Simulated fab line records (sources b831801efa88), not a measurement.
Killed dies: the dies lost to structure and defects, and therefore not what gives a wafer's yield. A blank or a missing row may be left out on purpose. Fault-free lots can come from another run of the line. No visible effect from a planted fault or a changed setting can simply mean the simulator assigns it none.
What tool caused it? | flow sfq_line | 7 lots with 21 wafers sampled at 2 steps, on a route of 325 steps

WHAT THE GAUGES SHOWED, per wafer
SFQ_M0_RS_MEAS_904: measures by four-point-probe.
lot  | measured     | on            | M0_NB_RS (ohm/sq)
L713 | day 7 01:52  | film_metro-02 | 0.896 0.893 0.892
L721 | day 9 01:09  | film_metro-01 | 0.884 1.018 0.890 0.884 1.018 0.891
L724 | day 9 22:55  | film_metro-02 | 0.891 0.885 0.892
L728 | day 11 04:55 | film_metro-02 | 0.876 0.882 0.878
L730 | day 12 00:05 | film_metro-03 | 0.904 0.904 0.903
L733 | day 13 02:07 | film_metro-01 | 0.890 0.881 0.896
L735 | day 13 17:43 | film_metro-02 | 0.883 0.881 0.891

WHAT TOOL EACH LOT RAN ON (gives the tool, then ch and the chambers of the sampled wafers, and finally the start)
lot  | SFQ_TRILAYER_M0_DEP_SPUTTER_019
L713 | pvd_sputter-05, day 7 01:47
L721 | pvd_sputter-06, day 9 01:02
L724 | pvd_sputter-05, day 9 22:48
L728 | pvd_sputter-05, day 11 04:47
L730 | pvd_sputter-04, day 11 23:59
L733 | pvd_sputter-05, day 13 02:01
L735 | pvd_sputter-04, day 13 17:37
- SFQ_TRILAYER_M0_DEP_SPUTTER_019: material Nb, target thk 200 nm, time 133.3 s.

THE ANSWER, worked out from the rows above alone
Rule: the usual values come from the lots themselves. Put in order of their means at a reading, lots are off if they are a third of the lots or fewer, leave a main group of 4 or more, and stand apart from it by a gap of 3 or more times the standard deviation of the main group's means; of several such gaps the widest counts. A main group is skipped when, at the precision printed for the reading in the tables above, its means are all equal. Also off: a lot with no number at a reading for which 4 or more lots have one. All remaining lots with rows at the step are treated as sound.
Off: L721, seen at SFQ_M0_RS_MEAS_904 (M0_NB_RS). Mean 0.890 ohm/sq and standard deviation 0.0077 in the main group.
If a tool, at a process step before that reading, ran all the lots that are off and no sound lot after the first of them, it fits. The gauges at SFQ_M0_RS_MEAS_904 are tried like those tools. One fits: pvd_sputter-06 at SFQ_TRILAYER_M0_DEP_SPUTTER_019. It ran no sound lot before its first lot that is off in this sample, so the start can't be narrowed down.

WHAT WAS PUT IN BY THE SIMULATOR
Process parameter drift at SFQ_TRILAYER_M0_DEP_SPUTTER_019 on pvd_sputter-06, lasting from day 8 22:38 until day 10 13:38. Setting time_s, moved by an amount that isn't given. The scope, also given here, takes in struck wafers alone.
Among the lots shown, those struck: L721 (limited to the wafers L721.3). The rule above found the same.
